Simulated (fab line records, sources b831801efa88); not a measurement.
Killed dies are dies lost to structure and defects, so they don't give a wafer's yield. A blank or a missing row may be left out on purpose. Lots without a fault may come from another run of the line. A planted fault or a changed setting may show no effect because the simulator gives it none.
One fault seen from 2 desks | flow sky130 | each desk has only its own numbers; what lay behind them comes last

THE METROLOGY DESK
What the gauges read, lot by lot, whatever tool the lot ran on: means of the sampled wafers that have a number. A lot is out of limits, marked OUT, if its mean lies more than 4 standard deviations from the usual mean; the brackets give that distance.
Columns: A = VT_ADJUST_HVTR_TW at SKY_VT_ADJUST_HVTR_TW_MEAS_11, usual 210.8; B = cd_nm at SKY_SONOS_ONO_CD_MEAS_13, usual 408 nm; C = GATE_OXIDE_TW at SKY_GATE_OXIDE_TW_MEAS_14, usual 223.5
lot  | first seen here | A     | B   | C
L854 | day 10 02:30    | 211.0 | 411 | 224.4
L855 | day 10 10:01    | 209.1 | 408 | 224.6
L856 | day 10 18:03    | 212.9 | 408 | 220.6
L857 | day 11 02:37    | 212.7 | 406 | 220.4
L858 | day 11 07:14    | 212.5 | 410 | 220.5
L859 | day 11 12:29    | 209.4 | 410 | 221.3
L860 | day 11 21:50    | 209.4 | 411 | 220.5
L862 | day 12 13:04    | 211.3 | 408 | 225.6
L863 | day 12 17:23    | 211.8 | 404 | 220.8
L865 | day 13 07:49    | 208.8 | 407 | 220.7
L867 | day 14 02:37    | 211.7 | 404 | 224.6
L868 | day 14 08:55    | 208.3 | 410 | 225.2
L870 | day 14 23:27    | 208.0 | 405 | 227.1
L876 | day 16 13:46    | 210.8 | 415 | 222.4
This desk's finding: nothing out of limits on any of the 14 lots.

THE TOOL OWNER'S DESK: litho_track-01
The tool's own readings at SKY_POLY_GATE_DEVELOP_12 (develop time 60 s): means of the sampled wafers that have a number, for each lot that ran on this tool. A lot is out of limits, marked OUT, if its mean lies more than 4 standard deviations from the usual mean; the brackets give that distance.
Columns: A = developer_temp_C at SKY_POLY_GATE_DEVELOP_12, usual 21.00 C; B = resist_line_temp_C at SKY_POLY_GATE_DEVELOP_12, usual 22.99 C
lot  | first seen here | A                | B
L854 | day 17 11:00    | 20.97            | 22.89
L856 | day 17 22:00    | 20.86            | 23.03
L863 | day 20 12:00    | 21.08            | 22.98
L867 | day 22 02:00    | 20.96            | 23.00
L868 | day 22 09:00    | 21.67 (+6.7) OUT | 22.98
L870 | day 23 03:00    | 21.59 (+5.9) OUT | 23.03
This desk's finding: out of limits on L868, L870; first on L868, day 22 09:00 (developer_temp_C at SKY_POLY_GATE_DEVELOP_12). In limits: L854, L856, L863, L867.

PUT TOGETHER
The tool owner's desk could have raised an alarm at day 22 09:00, on L868, L870.
The metrology desk saw nothing out of limits.
The metrology desk has L868, L870 on record, within its limits.
Of the lots named, all ran SKY_POLY_GATE_DEVELOP_12 on litho_track-01.

WHAT THE SIMULATOR HAD PUT IN
Process parameter drift: litho_track-01, from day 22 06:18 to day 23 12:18, at SKY_POLY_GATE_DEVELOP_12. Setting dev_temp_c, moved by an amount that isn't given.
Lots struck among those shown: L868, L870.
Hours from the fault's start to each desk's first reading out of limits: the tool owner's desk, 3.
